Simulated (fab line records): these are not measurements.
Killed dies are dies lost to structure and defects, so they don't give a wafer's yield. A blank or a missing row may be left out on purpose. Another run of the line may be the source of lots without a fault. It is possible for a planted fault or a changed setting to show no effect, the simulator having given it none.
Tool commonality check :: flow sky130 :: Sample size 14 lots and 51 wafers

== WHY THIS WAS OPENED ==
Of 14 lots, 3 have the reading POLY_GATE_OXIDATION_THK flagged at SKY_POLY_GATE_THK_MEAS_21. Fault-free wafers read 3.96 nm, with a standard deviation of 0.072.
Rule: a lot gets a flag if all its wafers with a number sit over 4 standard deviations from that mean, or if no wafer of it has a number. As for the other lots, they are considered sound.

lot: L369
measured: day 16 15:17
on: film_metro-04
POLY_GATE_OXIDATION_THK (nm), wafer by wafer: 4.00 4.01 4.00
flag: 

lot: L370
measured: day 16 18:03
on: film_metro-01
POLY_GATE_OXIDATION_THK (nm), wafer by wafer: 6.70 6.69 6.67 6.73 6.69 6.66
flag: FLAGGED

lot: L371
measured: day 17 06:26
on: film_metro-02
POLY_GATE_OXIDATION_THK (nm), wafer by wafer: 3.83 3.89 3.92
flag: 

lot: L372
measured: day 18 02:00
on: film_metro-02
POLY_GATE_OXIDATION_THK (nm), wafer by wafer: 6.33 6.30 6.23 6.30 6.29 6.23
flag: FLAGGED

lot: L376
measured: day 19 18:04
on: film_metro-04
POLY_GATE_OXIDATION_THK (nm), wafer by wafer: 3.91 3.98 3.83
flag: 

lot: L379
measured: day 20 14:04
on: film_metro-01
POLY_GATE_OXIDATION_THK (nm), wafer by wafer: 6.45 6.38 6.31 6.49 6.39 6.32
flag: FLAGGED

lot: L382
measured: day 21 17:48
on: film_metro-01
POLY_GATE_OXIDATION_THK (nm), wafer by wafer: 3.99 3.99 3.96
flag: 

lot: L384
measured: day 22 20:38
on: film_metro-02
POLY_GATE_OXIDATION_THK (nm), wafer by wafer: 3.95 3.93 3.90
flag: 

lot: L386
measured: day 22 22:11
on: film_metro-01
POLY_GATE_OXIDATION_THK (nm), wafer by wafer: 4.05 3.98 3.99
flag: 

lot: L388
measured: day 23 12:26
on: film_metro-02
POLY_GATE_OXIDATION_THK (nm), wafer by wafer: 3.98 4.07 3.98
flag: 

lot: L390
measured: day 24 04:07
on: film_metro-01
POLY_GATE_OXIDATION_THK (nm), wafer by wafer: 3.96 3.95 3.99
flag: 

lot: L389
measured: day 24 12:14
on: film_metro-02
POLY_GATE_OXIDATION_THK (nm), wafer by wafer: 3.90 3.91 3.88
flag: 

lot: L391
measured: day 24 20:12
on: film_metro-04
POLY_GATE_OXIDATION_THK (nm), wafer by wafer: 3.98 3.93 4.03
flag: 

lot: L392
measured: day 24 20:13
on: film_metro-02
POLY_GATE_OXIDATION_THK (nm), wafer by wafer: 4.01 3.95 4.00
flag: 
The numbers of the flagged lots are 6.45 nm on average: +2.49 nm against the usual, or +35 standard deviations.

== LOT BY LOT: THE TOOL USED ==
The record keeps 1 process step preceding the reading, out of 708 steps on the route. Every cell lists first the tool, next ch and the chambers used by the sampled wafers, and last the start.
lot: L369
flag: 
SKY_POLY_GATE_OXIDATION_20: furnace-01 ch 0, day 16 14:02

lot: L370
flag: FLAGGED
SKY_POLY_GATE_OXIDATION_20: furnace-01 ch 0, day 16 14:02

lot: L371
flag: 
SKY_POLY_GATE_OXIDATION_20: furnace-01 ch 0, day 17 05:11

lot: L372
flag: FLAGGED
SKY_POLY_GATE_OXIDATION_20: furnace-02 ch 0, day 17 22:30 and furnace-01 ch 0, day 18 00:45

lot: L376
flag: 
SKY_POLY_GATE_OXIDATION_20: furnace-02 ch 0, day 19 16:49

lot: L379
flag: FLAGGED
SKY_POLY_GATE_OXIDATION_20: furnace-01 ch 0, day 20 11:22 and furnace-02 ch 0, day 20 12:47

lot: L382
flag: 
SKY_POLY_GATE_OXIDATION_20: furnace-01 ch 0, day 21 16:33

lot: L384
flag: 
SKY_POLY_GATE_OXIDATION_20: furnace-01 ch 0, day 22 19:22

lot: L386
flag: 
SKY_POLY_GATE_OXIDATION_20: furnace-01 ch 0, day 22 20:55

lot: L388
flag: 
SKY_POLY_GATE_OXIDATION_20: furnace-02 ch 0, day 23 11:10

lot: L390
flag: 
SKY_POLY_GATE_OXIDATION_20: furnace-01 ch 0, day 24 02:52

lot: L389
flag: 
SKY_POLY_GATE_OXIDATION_20: furnace-02 ch 0, day 24 10:59

lot: L391
flag: 
SKY_POLY_GATE_OXIDATION_20: furnace-02 ch 0, day 24 18:57

lot: L392
flag: 
SKY_POLY_GATE_OXIDATION_20: furnace-02 ch 0, day 24 18:57
What is done by these steps:
- SKY_POLY_GATE_OXIDATION_20: stabilise 600 s, purge 300 s, target thk 4 nm.
- SKY_POLY_GATE_THK_MEAS_21

== FLAGGED OVER TOTAL, TOOL BY TOOL (the gauges that took the reading come last) ==
step: SKY_POLY_GATE_OXIDATION_20
tool: furnace-01
lots run: 9
flagged: 3
share of the flagged lots: all
sound lots run after its first flagged lot: 5 (L371,L382,L384,L386,L390)

step: SKY_POLY_GATE_OXIDATION_20
tool: furnace-02
lots run: 7
flagged: 2
share of the flagged lots: some
sound lots run after its first flagged lot: 5 (L376,L388,L389,L391,L392)

step: SKY_POLY_GATE_THK_MEAS_21
tool: film_metro-01
lots run: 5
flagged: 2
share of the flagged lots: some
sound lots run after its first flagged lot: 3 (L382,L386,L390)

step: SKY_POLY_GATE_THK_MEAS_21
tool: film_metro-02
lots run: 6
flagged: 1
share of the flagged lots: some
sound lots run after its first flagged lot: 4 (L384,L388,L389,L392)

step: SKY_POLY_GATE_THK_MEAS_21
tool: film_metro-04
lots run: 3
flagged: 0
share of the flagged lots: none
sound lots run after its first flagged lot: -

== WHAT THE TABLE ALLOWS ==
1 row of the table ran every flagged lot: furnace-01 at SKY_POLY_GATE_OXIDATION_20.
- furnace-01 at SKY_POLY_GATE_OXIDATION_20 ran 9 lots, 3 of them flagged. Lots that were sound ran on it after the first flagged one (L371, L382, L384, L386, L390); a persistent fault on the entire tool would not allow that.
None of the table's rows ran every flagged lot and, after the first, no sound lot.

== WHAT THE SIMULATOR HAD PUT IN ==
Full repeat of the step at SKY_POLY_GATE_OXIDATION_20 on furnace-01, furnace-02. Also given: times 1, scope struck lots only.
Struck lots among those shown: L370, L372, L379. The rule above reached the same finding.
